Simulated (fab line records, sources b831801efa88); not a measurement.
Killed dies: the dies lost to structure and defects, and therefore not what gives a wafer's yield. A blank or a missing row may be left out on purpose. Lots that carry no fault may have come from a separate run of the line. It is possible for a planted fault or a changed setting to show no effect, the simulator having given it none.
Which tool is to blame?	flow gf180mcu	Sampling: 13 lots, 39 wafers, 4 of 602 route steps

== WHAT THE GAUGES READ, wafer by wafer ==
GF_V5_THK_MEAS_25: measures by xrf.
lot	measured	on	V5_W_THK (nm)
L209	day 27 00:53	filmMetro-01	333 332 335
L211	day 27 23:53	filmMetro-04	345 346 343
L210	day 28 00:06	filmMetro-01	331 329 330
L212	day 28 07:29	filmMetro-04	350 346 347
L214	day 28 18:41	filmMetro-04	344 341 346
L223	day 31 09:41	filmMetro-04	346 343 349
L225	day 31 20:07	filmMetro-01	334 337 337
L226	day 32 06:30	filmMetro-01	334 332 331
L227	day 32 13:55	filmMetro-04	349 349 347
L229	day 33 00:41	filmMetro-04	350 339 346
L230	day 33 02:20	filmMetro-04	342 340 341
L231	day 33 05:32	filmMetro-01	337 332 331
L232	day 33 13:29	filmMetro-02	332 337 333

GF_TOP_METAL_OVL_MEAS_15.
lot	measured	on	TOP_METAL_OVL (nm)
L209	day 27 21:53	overlay-01	-2.2 -1.8 -1.0
L211	day 28 19:12	overlay-02	-2.3 -3.0 -3.3
L210	day 28 20:01	overlay-02	0.3 -2.2 -1.0
L212	day 29 03:04	overlay-02	-1.5 -0.1 -2.7
L214	day 29 14:23	overlay-02	-1.2 0.1 -1.5
L223	day 32 03:14	overlay-02	-2.9 -2.0 -1.5
L225	day 32 18:52	overlay-01	-0.8 -1.2 -1.6
L226	day 32 23:25	overlay-01	-2.3 -1.7 -1.6
L227	day 33 06:52	overlay-02	0.1 -1.5 -1.0
L229	day 33 16:20	overlay-02	-1.4 -0.6 -0.9
L230	day 33 18:49	overlay-01	-2.2 -2.7 -3.9
L231	day 33 21:20	overlay-02	-0.8 -1.7 -0.3
L232	day 34 05:26	overlay-01	-2.3 -3.5 -3.4

== WHICH TOOL RAN EACH LOT (tool, then ch and the chambers of the sampled wafers, then the start) ==
lot	GF_MIM_STRIP_21	GF_TOP_METAL_SPUTTER_00
L209	wetBench-04 ch 1, day 25 04:26	pvdSputter-04, day 27 01:14
L211	wetBench-04 ch 1, day 26 03:39	pvdSputter-04, day 28 00:16
L210	wetBench-04 ch 3, day 26 05:11	pvdSputter-02, day 28 00:34
L212	wetBench-01 ch 2, day 26 13:08	pvdSputter-02, day 28 07:50
L214	wetBench-04 ch 3, day 26 23:36	pvdSputter-03, day 28 19:02
L223	wetBench-03 ch 1, day 29 18:52	pvdSputter-02, day 31 10:01
L225	wetBench-01 ch 1, day 30 06:17	pvdSputter-04, day 31 20:28
L226	wetBench-04 ch 2, day 30 16:43	pvdSputter-02, day 32 06:51
L227	wetBench-04 ch 0, day 31 00:43	pvdSputter-03, day 32 14:16
L229	wetBench-04 ch 2, day 31 12:20	pvdSputter-02, day 33 01:02
L230	wetBench-04 ch 3, day 31 14:46	pvdSputter-02, day 33 02:41
L231	wetBench-01 ch 2, day 31 17:28	pvdSputter-04, day 33 05:54
L232	wetBench-01 ch 0, day 32 02:37	pvdSputter-02, day 33 13:50
- GF_MIM_STRIP_21: strips in post etch residue remover, time 1200 s.
- GF_TOP_METAL_SPUTTER_00: material Ti, target thk 37.5 nm, time 150 s.

== WHAT THE TOOLS THEMSELVES READ (means of the sampled wafers that have a number; where no wafer has one, the mark that the record gives instead) ==
GF_TOP_METAL_SPUTTER_00.
lot	tool	throttleValvePct (%)
L209	pvdSputter-04	29.9
L211	pvdSputter-04	29.6
L210	pvdSputter-02	31.2
L212	pvdSputter-02	30.2
L214	pvdSputter-03	30.1
L223	pvdSputter-02	32.0
L225	pvdSputter-04	30.6
L226	pvdSputter-02	30.2
L227	pvdSputter-03	29.5
L229	pvdSputter-02	29.8
L230	pvdSputter-02	29.0
L231	pvdSputter-04	29.5
L232	pvdSputter-02	30.1

== THE ANSWER, worked out from the rows above alone ==
Rule: the lots themselves supply what counts as usual. Put in order of their means at a reading, lots are off if they are a third of the lots or fewer, leave a main group of 4 or more, and stand apart from it by a gap of 3 or more times the standard deviation of the main group's means; of several such gaps the widest counts. Not used: any main group whose means are identical at the precision the tables above print for the reading. Also off: a lot with no number at a reading for which 4 or more lots have one. Where the step has rows for the other lots, those lots are counted as sound. First the gauges in route order, then the tools' own readings, where a lot's mean is used as printed above. At the first step where some lot is off, the reading lying furthest off is the one used; lots without a number count as furthest.
Across all readings shown, no lot is off: no conclusion can be drawn from this.

== WHAT HAD BEEN PUT IN BY THE SIMULATOR ==
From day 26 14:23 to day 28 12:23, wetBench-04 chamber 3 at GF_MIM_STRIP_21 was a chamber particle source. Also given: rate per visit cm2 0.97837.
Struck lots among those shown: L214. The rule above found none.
